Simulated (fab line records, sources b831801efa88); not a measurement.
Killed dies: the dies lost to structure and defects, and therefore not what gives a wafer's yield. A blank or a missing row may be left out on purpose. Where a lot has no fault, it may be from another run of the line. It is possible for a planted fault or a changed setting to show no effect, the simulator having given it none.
Which tool is to blame? / flow gf180mcu / 36 wafers from 12 lots sampled at 4 of the route's 602 steps

WHAT THE GAUGES READ, wafer by wafer
GF_V5_THK_MEAS_25: measures by xrf.
lot=L399; measured=day 27 06:11; on=film_metro-01; V5_W_THK (nm)=336 339 339
lot=L401; measured=day 27 19:40; on=film_metro-03; V5_W_THK (nm)=343 347 346
lot=L402; measured=day 28 04:26; on=film_metro-03; V5_W_THK (nm)=349 344 345
lot=L403; measured=day 28 09:30; on=film_metro-02; V5_W_THK (nm)=340 341 340
lot=L404; measured=day 28 21:20; on=film_metro-01; V5_W_THK (nm)=337 339 334
lot=L406; measured=day 29 09:54; on=film_metro-03; V5_W_THK (nm)=350 344 349
lot=L407; measured=day 29 19:13; on=film_metro-03; V5_W_THK (nm)=353 349 348
lot=L409; measured=day 30 07:55; on=film_metro-01; V5_W_THK (nm)=342 340 344
lot=L410; measured=day 30 18:16; on=film_metro-03; V5_W_THK (nm)=347 344 346
lot=L411; measured=day 30 22:43; on=film_metro-03; V5_W_THK (nm)=342 348 347
lot=L414; measured=day 31 12:41; on=film_metro-02; V5_W_THK (nm)=347 345 347
lot=L416; measured=day 32 02:36; on=film_metro-03; V5_W_THK (nm)=343 345 344

GF_PASSIVATION_THK_MEAS_01.
lot=L399; measured=day 28 03:54; on=film_metro-01; PASSIVATION_CVD_00_THK (nm)=1018 1024 1033
lot=L401; measured=day 28 17:22; on=film_metro-04; PASSIVATION_CVD_00_THK (nm)=1044 1050 1055
lot=L402; measured=day 29 01:14; on=film_metro-01; PASSIVATION_CVD_00_THK (nm)=1039 1035 1042
lot=L403; measured=day 29 06:23; on=film_metro-02; PASSIVATION_CVD_00_THK (nm)=1019 1029 1039
lot=L404; measured=day 29 17:24; on=film_metro-02; PASSIVATION_CVD_00_THK (nm)=1036 1022 1047
lot=L406; measured=day 30 05:53; on=film_metro-01; PASSIVATION_CVD_00_THK (nm)=1023 1032 1037
lot=L407; measured=day 30 15:07; on=film_metro-02; PASSIVATION_CVD_00_THK (nm)=1016 1022 1009
lot=L409; measured=day 31 03:26; on=film_metro-02; PASSIVATION_CVD_00_THK (nm)=1032 1020 1029
lot=L410; measured=day 31 13:25; on=film_metro-02; PASSIVATION_CVD_00_THK (nm)=1016 1028 1036
lot=L411; measured=day 31 17:35; on=film_metro-01; PASSIVATION_CVD_00_THK (nm)=1003 1000 1019
lot=L414; measured=day 32 07:04; on=film_metro-01; PASSIVATION_CVD_00_THK (nm)=1007 1028 1033
lot=L416; measured=day 32 20:02; on=film_metro-01; PASSIVATION_CVD_00_THK (nm)=1006 1007 1037

WHAT TOOL EACH LOT RAN ON (gives the tool, then ch and the chambers of the sampled wafers, and finally the start)
lot=L399; GF_V1_CVD_02=pecvd-01 ch 0,2, day 17 02:04; GF_TOP_METAL_STRIP_17=plasma_asher-03 ch 0,1, day 28 02:56
lot=L401; GF_V1_CVD_02=pecvd-01 ch 1,2, day 17 17:43; GF_TOP_METAL_STRIP_17=plasma_asher-02 ch 0,1, day 28 16:43
lot=L402; GF_V1_CVD_02=pecvd-03 ch 0,1, day 18 05:29; GF_TOP_METAL_STRIP_17=plasma_asher-04 ch 0,1, day 29 00:34
lot=L403; GF_V1_CVD_02=pecvd-02 ch 0,1,2, day 18 11:50; GF_TOP_METAL_STRIP_17=plasma_asher-04 ch 0, day 29 05:44
lot=L404; GF_V1_CVD_02=pecvd-01 ch 0,1,2, day 19 02:26; GF_TOP_METAL_STRIP_17=plasma_asher-03 ch 0,1, day 29 16:47
lot=L406; GF_V1_CVD_02=pecvd-01 ch 0,1, day 19 16:44; GF_TOP_METAL_STRIP_17=plasma_asher-04 ch 0,1, day 30 05:17
lot=L407; GF_V1_CVD_02=pecvd-01 ch 0,1,2, day 20 05:15; GF_TOP_METAL_STRIP_17=plasma_asher-04 ch 0,1, day 30 14:28
lot=L409; GF_V1_CVD_02=pecvd-02 ch 1,2, day 20 23:38; GF_TOP_METAL_STRIP_17=plasma_asher-04 ch 0,1, day 31 02:50
lot=L410; GF_V1_CVD_02=pecvd-01 ch 1,2, day 21 10:15; GF_TOP_METAL_STRIP_17=plasma_asher-02 ch 0,1, day 31 12:47
lot=L411; GF_V1_CVD_02=pecvd-02 ch 0,1, day 21 19:25; GF_TOP_METAL_STRIP_17=plasma_asher-03 ch 0,1, day 31 16:59
lot=L414; GF_V1_CVD_02=pecvd-02 ch 0,1,2, day 22 12:40; GF_TOP_METAL_STRIP_17=plasma_asher-03 ch 0,1, day 32 06:28
lot=L416; GF_V1_CVD_02=pecvd-02 ch 0,1, day 23 07:44; GF_TOP_METAL_STRIP_17=plasma_asher-02 ch 0,1, day 32 19:26
- GF_V1_CVD_02: deposits SiO2 from TEOS, target thk 850 nm, time 93.3 s.
- GF_TOP_METAL_STRIP_17: strips in O2/N2.

WHAT THE TOOLS THEMSELVES READ (means of the sampled wafers that have a number; where no wafer has one, the mark that the record gives instead)
GF_V1_CVD_02.
lot=L399; tool=pecvd-01; heater_power_w (W)=641; rf_fwd_power_W (W)=598.2
lot=L401; tool=pecvd-01; heater_power_w (W)=698; rf_fwd_power_W (W)=595.2
lot=L402; tool=pecvd-03; heater_power_w (W)=769; rf_fwd_power_W (W)=597.8
lot=L403; tool=pecvd-02; heater_power_w (W)=607; rf_fwd_power_W (W)=597.2
lot=L404; tool=pecvd-01; heater_power_w (W)=660; rf_fwd_power_W (W)=597.2
lot=L406; tool=pecvd-01; heater_power_w (W)=705; rf_fwd_power_W (W)=596.0
lot=L407; tool=pecvd-01; heater_power_w (W)=676; rf_fwd_power_W (W)=595.4
lot=L409; tool=pecvd-02; heater_power_w (W)=598; rf_fwd_power_W (W)=598.0
lot=L410; tool=pecvd-01; heater_power_w (W)=766; rf_fwd_power_W (W)=597.8
lot=L411; tool=pecvd-02; heater_power_w (W)=675; rf_fwd_power_W (W)=597.1
lot=L414; tool=pecvd-02; heater_power_w (W)=643; rf_fwd_power_W (W)=597.6
lot=L416; tool=pecvd-02; heater_power_w (W)=734; rf_fwd_power_W (W)=596.8

GF_TOP_METAL_STRIP_17.
lot=L399; tool=plasma_asher-03; chamber_pressure_mTorr (mTorr)=1500.3; drypump_motor_current_A (A)=5.6; heater_power_w (W)=287; n2_flow_sccm (sccm)=300.1; oes_product_au (a.u.)=0.711; platen_temp_c (C)=250.28; strip_time_to_endpoint_s (s)=12.86
lot=L401; tool=plasma_asher-02; chamber_pressure_mTorr (mTorr)=1500.4; drypump_motor_current_A (A)=5.9; heater_power_w (W)=304; n2_flow_sccm (sccm)=299.8; oes_product_au (a.u.)=0.711; platen_temp_c (C)=250.15; strip_time_to_endpoint_s (s)=12.91
lot=L402; tool=plasma_asher-04; chamber_pressure_mTorr (mTorr)=1500.5; drypump_motor_current_A (A)=6.6; heater_power_w (W)=317; n2_flow_sccm (sccm)=299.2; oes_product_au (a.u.)=0.714; platen_temp_c (C)=250.06; strip_time_to_endpoint_s (s)=12.85
lot=L403; tool=plasma_asher-04; chamber_pressure_mTorr (mTorr)=1501.0; drypump_motor_current_A (A)=6.6; heater_power_w (W)=318; n2_flow_sccm (sccm)=300.0; oes_product_au (a.u.)=0.709; platen_temp_c (C)=249.96; strip_time_to_endpoint_s (s)=12.88
lot=L404; tool=plasma_asher-03; chamber_pressure_mTorr (mTorr)=1499.4; drypump_motor_current_A (A)=5.7; heater_power_w (W)=310; n2_flow_sccm (sccm)=300.5; oes_product_au (a.u.)=0.710; platen_temp_c (C)=250.18; strip_time_to_endpoint_s (s)=12.82
lot=L406; tool=plasma_asher-04; chamber_pressure_mTorr (mTorr)=1499.6; drypump_motor_current_A (A)=6.6; heater_power_w (W)=321; n2_flow_sccm (sccm)=299.7; oes_product_au (a.u.)=0.709; platen_temp_c (C)=250.02; strip_time_to_endpoint_s (s)=12.94
lot=L407; tool=plasma_asher-04; chamber_pressure_mTorr (mTorr)=1500.0; drypump_motor_current_A (A)=6.6; heater_power_w (W)=320; n2_flow_sccm (sccm)=300.2; oes_product_au (a.u.)=0.710; platen_temp_c (C)=250.01; strip_time_to_endpoint_s (s)=12.81
lot=L409; tool=plasma_asher-04; chamber_pressure_mTorr (mTorr)=1499.7; drypump_motor_current_A (A)=6.6; heater_power_w (W)=323; n2_flow_sccm (sccm)=300.5; oes_product_au (a.u.)=0.712; platen_temp_c (C)=250.08; strip_time_to_endpoint_s (s)=13.02
lot=L410; tool=plasma_asher-02; chamber_pressure_mTorr (mTorr)=1500.7; drypump_motor_current_A (A)=5.9; heater_power_w (W)=298; n2_flow_sccm (sccm)=300.4; oes_product_au (a.u.)=0.714; platen_temp_c (C)=250.12; strip_time_to_endpoint_s (s)=13.04
lot=L411; tool=plasma_asher-03; chamber_pressure_mTorr (mTorr)=1499.0; drypump_motor_current_A (A)=5.7; heater_power_w (W)=308; n2_flow_sccm (sccm)=299.9; oes_product_au (a.u.)=0.709; platen_temp_c (C)=250.02; strip_time_to_endpoint_s (s)=12.96
lot=L414; tool=plasma_asher-03; chamber_pressure_mTorr (mTorr)=1500.2; drypump_motor_current_A (A)=5.6; heater_power_w (W)=285; n2_flow_sccm (sccm)=299.1; oes_product_au (a.u.)=0.711; platen_temp_c (C)=250.10; strip_time_to_endpoint_s (s)=12.96
lot=L416; tool=plasma_asher-02; chamber_pressure_mTorr (mTorr)=1500.4; drypump_motor_current_A (A)=5.9; heater_power_w (W)=302; n2_flow_sccm (sccm)=300.7; oes_product_au (a.u.)=0.705; platen_temp_c (C)=250.06; strip_time_to_endpoint_s (s)=12.92

THE ANSWER, worked out from the rows above alone
Rule: the usual values come from the lots themselves. The widest of any qualifying gaps counts: lots, ordered by their means at a reading, are off when they make up no more than a third of the lots, leave a main group of 4 or more, and stand apart from it by 3 or more times the standard deviation of that group's means. Not used: any main group whose means are identical at the precision the tables above print for the reading. A lot without any number at a reading at which 4 lots or more have one is off too. Any other lot the step has rows for is counted as sound. The gauges are gone through in route order, then the tools' own readings, and for those a lot's mean is taken as printed above. The first step at which some lot is off is used, and at that step the reading that is off furthest; a lot without a number counts as furthest.
Nothing can be told from this: no lot is off at any reading shown.

WHAT WAS PUT IN BY THE SIMULATOR
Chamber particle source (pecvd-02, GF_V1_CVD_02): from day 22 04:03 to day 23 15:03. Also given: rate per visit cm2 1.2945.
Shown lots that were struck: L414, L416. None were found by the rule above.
